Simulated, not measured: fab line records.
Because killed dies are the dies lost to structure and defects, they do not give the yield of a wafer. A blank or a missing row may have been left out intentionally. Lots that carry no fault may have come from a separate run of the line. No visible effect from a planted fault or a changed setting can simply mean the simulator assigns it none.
Problem report, 8D (eight disciplines) form, completed by code	flow sky130	the parts of the form that need people (team, actions taken, sign-off) are left out

== 1. THE ISSUE ==
Wafers without a fault read 14.18 s, standard deviation 0.041; strip-time-to-endpoint-s at SKY_GATE_OXIDE_STRIP_13 reads a mean of 13.77 s on 6 wafers belonging to 2 lots. That is -10 standard deviations from the usual mean.
The step: strips in O2/N2.
Earliest sighting: wafer L922.1 on plasma-asher-03 at day 20 21:24. Wafers with a number at this step in the record: 39, from 13 lots. Rule for "out" (also "out of limits"): further than 4 standard deviations from the usual mean. The rest of the wafers with a number are treated as sound.

== 2. WHAT IT IS AND WHAT IT IS NOT ==
question	is	is not
which readings at this step	strip-time-to-endpoint-s	drypump-motor-current-A, n2-flow-sccm
which lots	L922, L924	L904, L905, L906, L908, L909, L910, L911, L913, L914, L916, L926
which wafers of those lots	all that have a number	-
read on which tools	plasma-asher-03	plasma-asher-02, plasma-asher-04
when	from day 20 21:24	up to then (30 sound wafers); but 3 sound wafers of L926 came after

== 3. WHAT RULES OUT EACH SUSPECT ==
Counting: a tool at a process step up to the reading stays a suspect if it ran every lot that is out and no sound lot after the first of them.
- litho-track-04 at SKY_GATE_OXIDE_COAT_05 (resist thk 1140 nm): kept. It ran every lot that is out, first L922 (day 20 06:07), and no sound lot after that; its last sound lot up to then is L913 (day 17 08:11).
- plasma-asher-03 at SKY_GATE_OXIDE_STRIP_13 (strips in O2/N2): kept. It ran every lot that is out, first L922 (day 20 21:24), and no sound lot after that; its last sound lot up to then is L916 (day 18 08:30). Its own strip-time-to-endpoint-s readings are out on those wafers.
After counting, litho-track-04 at SKY_GATE_OXIDE_COAT_05 and plasma-asher-03 at SKY_GATE_OXIDE_STRIP_13 remain.

== 4. THE CAUSE (what the simulator had put in) ==
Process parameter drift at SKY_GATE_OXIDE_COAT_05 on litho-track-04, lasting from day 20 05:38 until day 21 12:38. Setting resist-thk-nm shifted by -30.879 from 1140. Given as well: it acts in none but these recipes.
Counting leaves 2 suspects; this tool is one of them.

== 5. SEQUENCE OF EFFECTS, ordered by route ==
Each row: a reading whose mean over the struck wafers that have a number lies more than 3 standard deviations from the usual. Readings are gone through only where the record gives a usual standard deviation; hours: the median, over the lots, of the time from a lot's start at the first step in this table giving one to that lot's start at this step; sigmas: the change measured in usual standard deviations.
hours	step	reading	usual	on struck wafers	change	sigmas
0	SKY_GATE_OXIDE_STRIP_13	strip-time-to-endpoint-s	14.18 s	13.77	-0.41	-10
It contains these process steps:
- SKY_GATE_OXIDE_STRIP_13: strips in O2/N2.

== 6. WHAT WOULD HAVE CAUGHT IT SOONER ==
In this record no reading fell out of limits until day 20 21:24, 16 hours after the fault had begun at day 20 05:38.
Lots out: 2; all had begun SKY_GATE_OXIDE_COAT_05 on litho-track-04 by day 20 21:24. A hold on the tool at that time would have spared none of them.
